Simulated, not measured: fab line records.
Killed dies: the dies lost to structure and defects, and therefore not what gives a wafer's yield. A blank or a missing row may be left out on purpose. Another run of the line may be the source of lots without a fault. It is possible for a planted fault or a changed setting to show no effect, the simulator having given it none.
A struck lot beside a sound one | flow sky130 | 14 steps out of a route of 708
Sound: these wafers, L468.1, L468.3, L468.6. Struck: wafers L476.4, L476.5, L476.6. At the end, the cause is stated.
Each step with rows lists, per side, the tool, then ch with its chambers, then its first start. Under that, the readings that differ: sound wafers | struck wafers | difference of the means | sigmas: that difference in standard deviations of wafers without a fault.
alike: a reading whose means differ by less than 2 such deviations, as well as words and numbers matching on both sides. not compared: withheld readings; readings where some wafer has no value; bounds like >300 that might hide an equal value; numbers whose values overlap and for which the record gives no deviation.
A row with sigmas, a row that says differs or no value, or rows on one side alone: a step with any of these is where the two part. Non-overlapping numbers with no deviation appear without sigmas and do not part them. Lack of a reading on every wafer of one side parts them only where that side has two or more wafers.

SKY_VIA2_STRIP_16: strips in O2/N2.
  sound on plasma-asher-03 ch 0,1, day 37 05:11; struck on plasma-asher-04 ch 0,1, day 39 19:39
  reading                     | sound       | struck      | difference | sigmas
  drypump-motor-current-A (A) | 5.2 5.2 5.3 | 6.2 6.3 5.6 | +0.8       | +2
  alike: oes-product-au, strip-time-to-endpoint-s
  not compared: rf-hours-counter-h
then, 4 steps without rows for these wafers: SKY_VIA2_STRIP_17 (strips in post etch residue remover, time 1200 s); SKY_VIA2_CLEAN_18 (cleans in IPA, time 180 s); SKY_VIA2_CLEAN_19 (cleans in O3/DIW); SKY_VIA2_SPUTTER_20 (material TiN, target thk 20 nm, time 80 s).
SKY_VIA2_CVD_21: deposits W, target thk 420 nm, time 126.4 s.
  sound on cvd-w-01 ch 0,1, day 37 05:50; struck on cvd-w-01 ch 0,1, day 39 20:19
  alike: heater-power-w, susceptor-temp-C
SKY_VIA2_RS_MEAS_22: measurement is done with a four-point probe.
  struck on film-metro-02, day 39 20:28; sound on film-metro-04, day 37 05:58
  alike: VIA2_W_RS
SKY_VIA2_THK_MEAS_23: measures by xrf.
  struck on film-metro-02, day 39 20:33; sound on film-metro-04, day 37 06:05
  alike: VIA2_W_THK
SKY_VIA2_CMP_24: polishes, stops on SiO2, t overpolish 20 s, target thk 0 nm.
  sound on cmp-01 ch 1,2, day 37 06:12; struck on cmp-01 ch 0,2,3, day 39 20:44
  alike: motor-current-A, overpolish-run-s, platen-rpm, slurry-flow-ml-min, time-to-endpoint-s
then, 1 step without rows for these wafers: SKY_METAL3_SPUTTER_00 (material Ti, target thk 15 nm, time 10 s).
SKY_METAL3_SPUTTER_01: material TiN, target thk 20 nm, time 16.7 s.
  struck on pvd-sputter-01, day 39 20:54; sound on pvd-sputter-03, day 37 06:28
  reading                | sound          | struck         | difference | sigmas
  throttle-valve-pct (%) | 29.0 29.6 29.0 | 30.7 31.8 29.7 | +1.5       | +2
  alike: cathode-dc-power-W, chamber-pressure-pa
SKY_METAL3_SPUTTER_02: material AlCu, target thk 735 nm, time 39.1 s.
  struck on pvd-sputter-01, day 39 20:56; sound on pvd-sputter-03, day 37 06:29
  alike: cathode-dc-power-W, chamber-pressure-pa, throttle-valve-pct
SKY_METAL3_SPUTTER_03: material Ti, target thk 5 nm, time 3.3 s.
  struck on pvd-sputter-01, day 39 20:58; sound on pvd-sputter-03, day 37 06:32
  no value came back on the struck wafers for cathode-dc-power-W (W), chamber-pressure-pa (Pa), throttle-valve-pct (%); on the sound wafers cathode-dc-power-W (W) reads 3000.0 3001.0 2999.6
then, 1 step without rows for these wafers: SKY_METAL3_SPUTTER_04 (material TiN, target thk 70 nm, time 58.3 s).

## WHERE THEY PART
At SKY_VIA2_STRIP_16 first; at SKY_METAL3_SPUTTER_03 last (within this record only).

WHY: what the simulator had put in
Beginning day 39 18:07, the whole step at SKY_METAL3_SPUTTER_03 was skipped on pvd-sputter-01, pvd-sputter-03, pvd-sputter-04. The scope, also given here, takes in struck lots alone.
